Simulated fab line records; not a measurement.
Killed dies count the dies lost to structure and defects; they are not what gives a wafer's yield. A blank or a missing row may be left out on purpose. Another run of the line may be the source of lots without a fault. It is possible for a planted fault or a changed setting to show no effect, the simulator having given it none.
fab line records | flow sky130
record: lots: 6 | wafers: 18 | last-day: 50
route steps=708 shown FIELD_ISO@25 NWELL@32 DNWELL@35 PAD_OPEN@708
lots untouched by any fault: they come from a run of this same line in which no faults occurred
start-h: start of the lot's first displayed wafer, in hours after the record's first day | wait-h: time in hours since the lot's previous step | " as in the row above | L1.1+2: a row that stands for several wafers | - no value present, or no start provided | * or withheld: withheld | < > ~ a bound
route shown NAME@n: names a module that has steps shown in the file, with the first one's number in the route | usual: mean/standard deviation of fault-free wafers | same: alike in all rows | chamber/n: place in a boat | sites: per-site readings | _std_site: standard deviation across them | _edge_site: outer sites' mean less inner sites' | radius-mm: for every site, how far away it sits from the centre of the wafer | mask NAME#n: copy n | behind: the last tool/chamber to shape the wafer | hold: what put the lot on hold/how long, in hours/how the hold closed | device: names the non-switching transistor (n, p or np) | end of line: at the end of the route, the tests of the same wafers | step lacking rows: just its recipe | killed: dies that structure and defects cost at the first sort, which is not the same as the wafer's yield | map: a wafer's dies, x killed, . not, _ none there
set.NAME: the setting the step ran with; set.NAME@STEP: the setting that earlier step ran with | model.NAME: the simulator's own value behind a step, which no gauge read
certain route steps with their lots: each step a table, each wafer a row
services: when a tool's chamber went out of use (start-h, in hours from the record's first day, below 0 if earlier), for how many hours, and the reason
== steps ==
step: SKY_FIELD_ISO_CVD_24
recipe: material: SiO2 | target-thk-nm: 595 | temp-c: 650 | sigma-open-frac: 0.3 | time-s: 99.2 | sih4-flow-sccm: 60 | pressure-mtorr: 6
step: SKY_FIELD_ISO_THK_MEAS_25
recipe: reads: SiO2_of_FIELD_ISO_CVD_24
usual: FIELD_ISO_CVD_24_THK: 595/6.7
lot.wafer | tool          | chamber | start-h | wait-h | FIELD_ISO_CVD_24_THK[nm]
L658.2    | film-metro-01 | -       | 76.71   | 0.0    | 590
L658.3    | "             | -       | "       | "      | 601
L658.5    | "             | -       | "       | "      | 592
L665.1    | film-metro-04 | -       | 109.30  | 0.0    | 596
L665.5    | "             | -       | "       | "      | 593
L665.6    | "             | -       | "       | "      | 606
L666.3    | film-metro-02 | -       | 121.00  | 0.1    | 592
L666.4    | "             | -       | "       | "      | 597
L666.6    | "             | -       | "       | "      | 590
L668.3    | film-metro-01 | -       | 126.48  | 0.1    | 597
L668.4    | "             | -       | "       | "      | 591
L668.6    | "             | -       | "       | "      | 605
L671.2    | film-metro-04 | -       | 144.36  | 0.0    | 593
L671.3    | "             | -       | "       | "      | 587
L671.5    | "             | -       | "       | "      | 592
L673.1    | film-metro-02 | -       | 157.86  | 0.0    | 593
L673.3    | "             | -       | "       | "      | 599
L673.5    | "             | -       | "       | "      | 593
step: SKY_FIELD_ISO_ANNEAL_26
recipe: temp-c: 1000 | time-s: 1800 | ambient: N2
step: SKY_FIELD_ISO_CMP_27
recipe: stop-on: Si3N4 | t-overpolish-s: 16 | down-force-psi: 4 | platen-rpm: 60 | target-thk-nm: 457.8 | pad-velocity-m-s: 0.94248
usual: head-pressure-psi: 4.000/0.009 | motor-current-A: 12.1/1.4 | overpolish-run-s: 16.000/0.0089 | slurry-flow-ml-min: 150.0/0.49 | time-to-endpoint-s: 113/4.6
lot.wafer | tool   | chamber | start-h | wait-h | head-pressure-psi | motor-current-A | overpolish-run-s | slurry-flow-ml-min | time-to-endpoint-s
L658.3    | cmp-01 | 2       | 78.26   | 0.0    | 3.998             | 12.8            | 15.997           | 149.7              | 113
L658.2    | "      | 1       | "       | "      | 3.998             | 12.1            | 16.004           | 150.5              | 110
L658.5    | "      | 2       | "       | "      | 4.000             | 12.9            | 15.996           | 149.6              | 110
L665.1    | cmp-01 | 1       | 111.39  | 0.1    | 4.014             | 12.4            | 15.999           | 149.5              | 114
L665.5    | "      | 2       | "       | "      | 4.000             | 14.1            | 15.996           | 150.1              | 113
L665.6    | "      | 3       | "       | "      | 3.999             | 14.6            | 16.005           | 149.6              | 117
L666.4    | cmp-02 | 3       | 123.18  | 0.1    | 3.990             | 11.0            | 15.996           | 150.5              | 106
L666.3    | "      | 1       | "       | "      | 3.990             | 10.4            | 15.991           | 149.6              | 115
L666.6    | "      | 3       | "       | "      | 3.995             | 11.0            | 15.988           | 150.3              | 106
L668.3    | cmp-02 | 0       | 128.07  | 0.1    | 3.996             | 11.7            | 15.984           | 150.4              | 115
L668.4    | "      | 2       | "       | "      | 4.008             | 11.3            | 15.993           | 150.2              | 109
L668.6    | "      | 0       | "       | "      | 3.995             | 11.9            | 15.977           | 150.4              | 118
L671.2    | cmp-02 | 0       | 145.91  | 0.0    | 4.003             | 11.0            | 16.002           | 149.9              | 108
L671.3    | "      | 3       | "       | "      | 3.994             | 11.3            | 15.997           | 150.1              | 105
L671.5    | "      | 0       | "       | "      | 4.003             | 11.5            | 15.997           | 149.6              | 109
L673.1    | cmp-01 | 3       | 159.47  | 0.1    | 3.999             | 14.4            | 16.009           | 149.3              | 118
L673.3    | "      | 1       | "       | "      | 4.014             | 12.7            | 16.016           | 150.3              | 112
L673.5    | "      | 3       | "       | "      | 4.002             | 15.0            | 16.001           | 150.0              | 116
step: SKY_FIELD_ISO_WET_ETCH_28
recipe: chemistry: dHF | target-depth-nm: 23.7 | target: SiO2 | dilution: 10:1 | temp-c: 25 | time-s: 47
step: SKY_FIELD_ISO_WET_ETCH_29
recipe: chemistry: H3PO4 | target-depth-nm: 160 | target: Si3N4 | temp-c: 160 | time-s: 1825
step: SKY_FIELD_ISO_WET_ETCH_30
recipe: chemistry: dHF | target-depth-nm: 25 | target: SiO2 | dilution: 10:1 | temp-c: 25 | time-s: 50
step: SKY_NWELL_CLEAN_00
recipe: chemistry: SC1/SC2 | mix: 1:4:20 | temp-c: 70 | time-s: 150 | dry: n2-spin
step: SKY_NWELL_OXIDATION_01
recipe: temp-c: 900 | ambient: O2 | stabilise-s: 600 | purge-s: 300 | target-thk-a: 100 | ox-time-s: 1418
step: SKY_NWELL_THK_MEAS_02
recipe: reads: SiO2_of_NWELL_OXIDATION_01
usual: NWELL_OXIDATION_THK: 9.99/0.19
lot.wafer | tool          | chamber | start-h | wait-h | NWELL_OXIDATION_THK[nm]
L658.2    | film-metro-04 | -       | 81.00   | 0.0    | 9.92
L658.3    | "             | -       | "       | "      | 9.79
L658.5    | "             | -       | "       | "      | 10.00
L665.1    | film-metro-01 | -       | 114.67  | 0.0    | 10.25
L665.5    | "             | -       | "       | "      | 10.36
L665.6    | "             | -       | "       | "      | 10.31
L666.3    | film-metro-03 | -       | 125.80  | 0.0    | 9.87
L666.4    | "             | -       | "       | "      | 9.87
L666.6    | "             | -       | "       | "      | 9.92
L668.3    | film-metro-01 | -       | 130.35  | 0.0    | 10.05
L668.4    | "             | -       | "       | "      | 9.89
L668.6    | "             | -       | "       | "      | 10.02
L671.2    | film-metro-01 | -       | 148.22  | 0.0    | 9.97
L671.3    | "             | -       | "       | "      | 9.93
L671.5    | "             | -       | "       | "      | 9.90
L673.1    | film-metro-01 | -       | 162.16  | 0.0    | 9.70
L673.3    | "             | -       | "       | "      | 9.74
L673.5    | "             | -       | "       | "      | 9.59
step: SKY_DNWELL_DEHYDRATE_00
recipe: temp-c: 200 | time-s: 60
step: SKY_DNWELL_HMDS_01
recipe: prime-time-s: 60 | prime-temp-c: 120
step: SKY_DNWELL_COAT_02
recipe: spin-rpm: 2000 | resist-thk-nm: 3000
usual: spin-speed-rpm: 2000.2/1.3
lot.wafer | tool           | chamber | start-h | wait-h | spin-speed-rpm | model.coat_of_DNWELL_COAT_02.thk-nm
L658.2    | litho-track-02 | 0       | 88.84   | 0.1    | 2000.6         | 3005
L658.3    | "              | 0       | "       | "      | 1996.0         | 3001
L658.5    | "              | 0       | "       | "      | 1999.8         | 3005
L665.1    | litho-track-02 | 0       | 123.47  | 0.1    | 1911.9         | 3074
L665.5    | "              | 0       | "       | "      | 1910.5         | 3087
L665.6    | "              | 0       | "       | "      | 1910.9         | 3076
L666.3    | litho-track-02 | 0       | 135.37  | 0.1    | 1912.3         | 3069
L666.4    | "              | 0       | "       | "      | 1911.0         | 3066
L666.6    | "              | 0       | "       | "      | 1913.7         | 3064
L668.3    | litho-track-03 | 0       | 139.42  | 0.1    | 2001.8         | 3003
L668.4    | "              | 0       | "       | "      | 2000.8         | 3005
L668.6    | "              | 0       | "       | "      | 1999.7         | 2997
L671.2    | litho-track-03 | 0       | 158.14  | 0.1    | 1999.7         | 3006
L671.3    | "              | 0       | "       | "      | 1999.9         | 2998
L671.5    | "              | 0       | "       | "      | 2000.0         | 3007
L673.1    | litho-track-01 | 0       | 172.07  | 0.1    | 2001.1         | 2995
L673.3    | "              | 0       | "       | "      | 2000.7         | 2997
L673.5    | "              | 0       | "       | "      | 2001.1         | 2996
step: SKY_DNWELL_SOFTBAKE_03
recipe: temp-c: 110 | time-s: withheld
step: SKY_DNWELL_EXPOSE_04
recipe: mask-id: DNM | na: 0.57 | target-cd-nm: 3000 | dose-mj: 222
step: SKY_DNWELL_PEB_05
recipe: temp-c: 115 | time-s: withheld
step: SKY_DNWELL_DEVELOP_06
recipe: wall-angle-deg: 90 | developer: TMAH | develop-time-s: 60 | dev-temp-c: 23
lot.wafer | tool           | chamber | start-h | wait-h | model.coat_of_DNWELL_COAT_02.thk-nm
L658.2+5  | litho-track-02 | 0       | -       | -      | 3001
L658.3    | "              | 0       | "       | "      | 2997
L665.1    | litho-track-01 | 0       | -       | -      | 3070
L665.5    | "              | 0       | "       | "      | 3083
L665.6    | "              | 0       | "       | "      | 3072
L666.3    | litho-track-02 | 0       | -       | -      | 3065
L666.4    | "              | 0       | "       | "      | 3062
L666.6    | "              | 0       | "       | "      | 3059
L668.3    | litho-track-01 | 0       | -       | -      | 2999
L668.4    | "              | 0       | "       | "      | 3000
L668.6    | "              | 0       | "       | "      | 2993
L671.2    | litho-track-02 | 0       | -       | -      | 3001
L671.3    | "              | 0       | "       | "      | 2993
L671.5    | "              | 0       | "       | "      | 3003
L673.1    | litho-track-01 | 0       | -       | -      | 2990
L673.3    | "              | 0       | "       | "      | 2993
L673.5    | "              | 0       | "       | "      | 2992
step: SKY_DNWELL_IMPLANT_07
recipe: species: P | energy-kev: withheld | dose-cm2: withheld | tilt-deg: withheld
step: SKY_DNWELL_STRIP_08
recipe: chemistry: O2/N2 | power-w: 1400 | pressure-mtorr: 1500 | platen-temp-c: withheld | o2-flow-sccm: 3000 | n2-flow-sccm: 300 | overash-fraction: 0.5
usual: drypump-motor-current-A: 5.74/0.27 | oes-product-au: 0.722/0.0051 | strip-time-to-endpoint-s: 36.92/0.11
lot.wafer | tool            | chamber | start-h | wait-h | drypump-motor-current-A | oes-product-au | rf-hours-counter-h | strip-time-to-endpoint-s
L658.2    | plasma-asher-01 | 1       | 97.57   | 0.1    | 6.28                    | 0.727          | 40                 | 36.98
L658.3    | "               | 0       | "       | "      | 5.98                    | 0.721          | -                  | 36.93
L658.5    | "               | 0       | "       | "      | 5.97                    | 0.722          | -                  | 36.97
L665.1    | plasma-asher-03 | 0       | 133.02  | 0.1    | 5.67                    | 0.715          | 32                 | 37.75
L665.5    | "               | 0       | "       | "      | 5.66                    | 0.730          | -                  | 37.88
L665.6    | "               | 1       | "       | "      | 5.42                    | 0.713          | -                  | 37.76
L666.3    | plasma-asher-01 | 0       | 144.85  | 0.1    | 5.99                    | 0.719          | -                  | 37.69
L666.4    | "               | 1       | "       | "      | 6.27                    | 0.718          | -                  | 37.64
L666.6    | "               | 1       | "       | "      | 6.29                    | 0.731          | -                  | 37.62
L668.3    | plasma-asher-01 | 0       | 149.51  | 0.1    | 5.96                    | 0.718          | -                  | 36.95
L668.4    | "               | 1       | "       | "      | 6.30                    | 0.719          | -                  | 36.97
L668.6    | "               | 1       | "       | "      | 6.31                    | 0.722          | -                  | 36.88
L671.2    | plasma-asher-01 | 0       | 168.97  | 0.1    | 6.00                    | 0.718          | 5                  | 36.98
L671.3    | "               | 0       | "       | "      | 5.94                    | 0.717          | -                  | 36.88
L671.5    | "               | 1       | "       | "      | 6.30                    | 0.716          | -                  | 37.00
L673.1    | plasma-asher-02 | 0       | 183.37  | 0.1    | 5.62                    | 0.726          | 52                 | 36.85
L673.3    | "               | 0       | "       | "      | 5.63                    | 0.716          | -                  | 36.90
L673.5    | "               | 1       | "       | "      | 5.81                    | 0.724          | -                  | 36.89
step: SKY_DNWELL_TW_MEAS_09
usual: DNWELL_TW: 1121/9.3
lot.wafer | tool          | chamber | start-h | wait-h | DNWELL_TW
L658.2    | film-metro-01 | -       | 97.68   | 0.1    | 1132
L658.3    | "             | -       | "       | "      | 1129
L658.5    | "             | -       | "       | "      | 1134
L665.1    | film-metro-01 | -       | 133.12  | 0.1    | 1125
L665.5    | "             | -       | "       | "      | 1129
L665.6    | "             | -       | "       | "      | 1130
L666.3    | film-metro-04 | -       | 144.94  | 0.1    | 1113
L666.4    | "             | -       | "       | "      | 1108
L666.6    | "             | -       | "       | "      | 1112
L668.3    | film-metro-01 | -       | 149.59  | 0.1    | 1132
L668.4    | "             | -       | "       | "      | 1126
L668.6    | "             | -       | "       | "      | 1132
L671.2    | film-metro-03 | -       | 169.08  | 0.1    | 1122
L671.3    | "             | -       | "       | "      | 1118
L671.5    | "             | -       | "       | "      | 1114
L673.1    | film-metro-03 | -       | 183.47  | 0.1    | 1119
L673.3    | "             | -       | "       | "      | 1120
L673.5    | "             | -       | "       | "      | 1115
step: SKY_PAD_OPEN_PROBE_99
usual: killed_at_M0_to_M3: 43/7.5 | killed_at_M4_up: 3.0/1.6 | killed-at-contacts: 23/5.8 | killed-at-front-end: 14/4.8 | killed-at-other: 0.3/0.52 | killed-dies: 84/9.1 | killed-on-rim: 16/3.4 | killed-open: 47/7.2 | killed-short: 37/5.8
same: gross-dies: 492 | killed-at-back-side: 0
lot.wafer | tool      | chamber | start-h | wait-h | killed_at_M0_to_M3 | killed_at_M4_up | killed-at-contacts | killed-at-front-end | killed-at-other | killed-dies | killed-on-rim | killed-open | killed-short
L666.3    | prober-02 | -       | 1171.68 | 0.2    | 49                 | 4               | 12                 | 15                  | 0               | 80          | 17            | 37          | 43
L666.4    | prober-02 | -       | 1171.73 | 0.2    | 53                 | 1               | 20                 | 23                  | 0               | 97          | 15            | 55          | 42
L666.6    | prober-02 | -       | 1171.83 | 0.2    | 34                 | 4               | 19                 | 11                  | 0               | 68          | 14            | 39          | 29
L668.3    | prober-02 | -       | 1177.49 | 0.2    | 62                 | 4               | 20                 | 9                   | 2               | 97          | 16            | 62          | 35
L668.4    | prober-02 | -       | 1177.54 | 0.2    | 47                 | 2               | 19                 | 11                  | 1               | 80          | 17            | 43          | 37
L668.6    | prober-02 | -       | 1177.64 | 0.2    | 56                 | 2               | 23                 | 13                  | 0               | 94          | 19            | 51          | 43
L673.1    | prober-01 | -       | 1199.49 | 0.1    | 37                 | 1               | 33                 | 19                  | 0               | 90          | 17            | 54          | 36
L673.3    | prober-01 | -       | 1199.59 | 0.2    | 33                 | 2               | 39                 | 20                  | 1               | 95          | 23            | 47          | 48
L673.5    | prober-01 | -       | 1199.69 | 0.2    | 47                 | 4               | 38                 | 15                  | 0               | 104         | 21            | 60          | 44
killed by level:class
L666.3 VIA1:geometric-particle:short=14 VIA1:geometric-particle:open=10 FIELD_ISO:geometric-particle:open=5 METAL1:geometric-particle:short=5 VIA2:geometric-particle:open=5 CONTACT:geometric-particle:open=5 FIELD_ISO:geometric-particle:short=4 VIA3:geometric-particle:open=4
L666.4 VIA1:geometric-particle:open=14 FIELD_ISO:geometric-particle:short=9 FIELD_ISO:geometric-particle:open=8 VIA3:geometric-particle:open=8 VIA1:geometric-particle:short=7 CONTACT:geometric-particle:open=6 METAL2:geometric-particle:short=5 LI_CONTACT:geometric-particle:open=5
L666.6 VIA1:geometric-particle:open=8 METAL1:geometric-particle:short=7 CONTACT:geometric-particle:open=6 LI_CONTACT:geometric-particle:open=6 VIA2:geometric-particle:open=5 CONTACT:geometric-particle:short=3 VIA3:geometric-particle:open=3 FIELD_ISO:geometric-particle:open=2
L668.3 VIA1:geometric-particle:open=13 VIA3:geometric-particle:open=11 VIA2:geometric-particle:open=9 CONTACT:geometric-particle:open=9 METAL2:geometric-particle:short=8 LI_CONTACT:geometric-particle:open=6 METAL1:geometric-particle:short=6 VIA1:geometric-particle:short=6
L668.4 VIA1:geometric-particle:open=16 LI_CONTACT:geometric-particle:open=7 LOCAL_INTERCONNECT:geometric-particle:short=7 VIA2:geometric-particle:open=6 VIA1:geometric-particle:short=6 FIELD_ISO:geometric-particle:short=4 CONTACT:geometric-particle:open=4 METAL2:geometric-particle:short=4
L668.6 VIA1:geometric-particle:open=13 LI_CONTACT:geometric-particle:open=10 METAL1:geometric-particle:short=9 VIA1:geometric-particle:short=9 CONTACT:geometric-particle:open=7 VIA2:geometric-particle:open=7 VIA3:geometric-particle:open=6 POLY_GATE:geometric-particle:short=5
L673.1 CONTACT:geometric-particle:open=12 VIA1:geometric-particle:open=11 LI_CONTACT:geometric-particle:open=10 CONTACT:geometric-particle:short=8 VIA3:geometric-particle:open=5 FIELD_ISO:geometric-particle:short=4 POLY_GATE:geometric-particle:open=4 SPACER:geometric-particle:short=4
L673.3 CONTACT:geometric-particle:open=12 CONTACT:geometric-particle:short=10 LI_CONTACT:geometric-particle:open=9 VIA1:geometric-particle:open=9 FIELD_ISO:geometric-particle:open=5 POLY_GATE:geometric-particle:open=5 METAL1:geometric-particle:short=5 FIELD_ISO:geometric-particle:short=4
L673.5 CONTACT:geometric-particle:open=17 VIA1:geometric-particle:open=12 LI_CONTACT:geometric-particle:open=11 METAL2:geometric-particle:short=7 METAL1:geometric-particle:short=5 VIA2:geometric-particle:open=5 FIELD_ISO:geometric-particle:open=4 FIELD_ISO:geometric-particle:short=4
== services ==
tool            | chamber | start-h | hours | kind
cmp-01          | -       | 64.00   | 4.0   | pm
plasma-asher-03 | -       | 65.92   | 0.9   | repair
cmp-01          | -       | 68.00   | -     | consumable-replace:conditioner
cmp-01          | -       | 68.00   | -     | consumable-replace:pad
plasma-asher-02 | -       | 84.67   | 2.2   | repair
cmp-02          | -       | 98.35   | 2.5   | repair
plasma-asher-01 | -       | 108.75  | 9.0   | pm
plasma-asher-01 | 0       | 108.75  | 9.0   | vent-cycle
plasma-asher-01 | 1       | 108.75  | 9.0   | vent-cycle
plasma-asher-01 | 0       | 117.75  | -     | clean
plasma-asher-01 | 1       | 117.75  | -     | clean
plasma-asher-03 | -       | 139.75  | 11.1  | repair
cmp-02          | -       | 154.51  | 5.9   | pm
== key ==
first-sign: step: SKY_DNWELL_COAT_02 | reading: spin-speed-rpm | direction: down | sigmas: 69 | usual: 2000.2 | struck: 1911.7
effect: step: SKY_DNWELL_STRIP_08 | reading: strip-time-to-endpoint-s | direction: up | sigmas: 7.6 | usual: * | struck: *
model-effect: step: SKY_DNWELL_COAT_02 | value: coat_of_DNWELL_COAT_02.thk-nm | without: 3004 | struck: 3073
model-effect: step: SKY_DNWELL_DEVELOP_06 | value: coat_of_DNWELL_COAT_02.thk-nm | without: 3000 | struck: 3068
met-at SKY_DNWELL_COAT_02
struck-wafers L665.1,L665.5,L665.6,L666.3,L666.4,L666.6
tester-left-out L665,L666
onset-between 88.84 123.47
fault: kind: process-parameter-drift | tool: litho-track-02 | chamber: - | onset-h: 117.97 | steps: SKY_DNWELL_COAT_02 | channel: spin-rpm | offset: -88.526 | shape: step | end-h: 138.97 | acts-in: these-recipes-only | stated: 2000
tester-left-out: of these lots the tester's yield and bins aren't shown, on N5 and GAA mostly nor the transistor test; their killed dies are dies lost to structure and defects alone, not to doping, threshold or leakage, so they don't give the yield
